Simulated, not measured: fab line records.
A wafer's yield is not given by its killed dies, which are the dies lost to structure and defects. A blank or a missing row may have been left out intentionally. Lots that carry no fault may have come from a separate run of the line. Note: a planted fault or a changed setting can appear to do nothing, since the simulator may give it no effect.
A single fault, viewed from 2 desks | flow gf180mcu | numbers are kept per desk, each desk with only its own; the story behind them comes last

AT THE METROLOGY DESK
Lot by lot, what the gauges showed, no matter which tool ran the lot: averages of those sampled wafers that carry a number. The brackets show how far a lot's mean lies from the usual mean; more than 4 standard deviations puts the lot out of limits, marked OUT.
Columns: A = cdNm at GF_NSD_CD_MEAS_07, usual 399.6 nm; B = NSD_TW at GF_NSD_TW_MEAS_12, usual 4224; C = CONTACT_CVD_02_THK at GF_CONTACT_THK_MEAS_03, usual 862 nm
lot  | first seen here | A     | B    | C
L642 | day 13 09:01    | 398.8 | 4265 | 870
L643 | day 13 15:34    | 393.4 | 4190 | 868
L644 | day 14 02:58    | 402.9 | 4245 | 871
L646 | day 14 19:02    | 399.5 | 4252 | 877
L650 | day 16 04:36    | 398.5 | 4240 | 871
L657 | day 18 12:44    | 401.8 | 4196 | 855
L658 | day 18 21:50    | 396.5 | 4218 | 855
L659 | day 19 02:34    | 400.3 | 4226 | 840
L661 | day 19 20:16    | 397.7 | 4218 | 861
L663 | day 20 11:45    | 401.2 | 4229 | 868
L664 | day 20 14:56    | 399.5 | 4227 | 871
L665 | day 21 04:50    | 404.7 | 4215 | 862
Result from this desk: across the 12 lots, nothing is out of limits.

FOR THE TOOL OWNER'S DESK: furnace-02
The tool's own readings at GF_DUAL_GATE_OXIDATION_02 (stabilise 600 s, purge 300 s, target thk 10.887 nm): means of the sampled wafers that have a number, for each lot that ran on this tool. The brackets show how far a lot's mean lies from the usual mean; more than 4 standard deviations puts the lot out of limits, marked OUT.
Columns: A = oxTempC at GF_DUAL_GATE_OXIDATION_02, usual 900.0 C; B = oxTempCMax at GF_DUAL_GATE_OXIDATION_02, usual 903.1
lot  | first seen here | A     | B
L642 | day 7 13:28     | 900.7 | 903.4
L643 | day 7 20:39     | 899.6 | 902.8
L644 | day 8 07:27     | 900.1 | 903.5
L646 | day 8 17:11     | 900.0 | 903.2
L657 | day 11 20:57    | 900.0 | 903.0
L663 | day 13 14:16    | 900.0 | 903.0
L664 | day 13 18:02    | 899.8 | 903.0
L665 | day 14 02:54    | 900.1 | 902.9
Result from this desk: across the 8 lots, nothing is out of limits.

TAKEN TOGETHER
From the metrology desk's view, nothing was out of limits.
The tool owner's desk saw nothing out of limits.

WHAT THE SIMULATOR HAD PUT IN
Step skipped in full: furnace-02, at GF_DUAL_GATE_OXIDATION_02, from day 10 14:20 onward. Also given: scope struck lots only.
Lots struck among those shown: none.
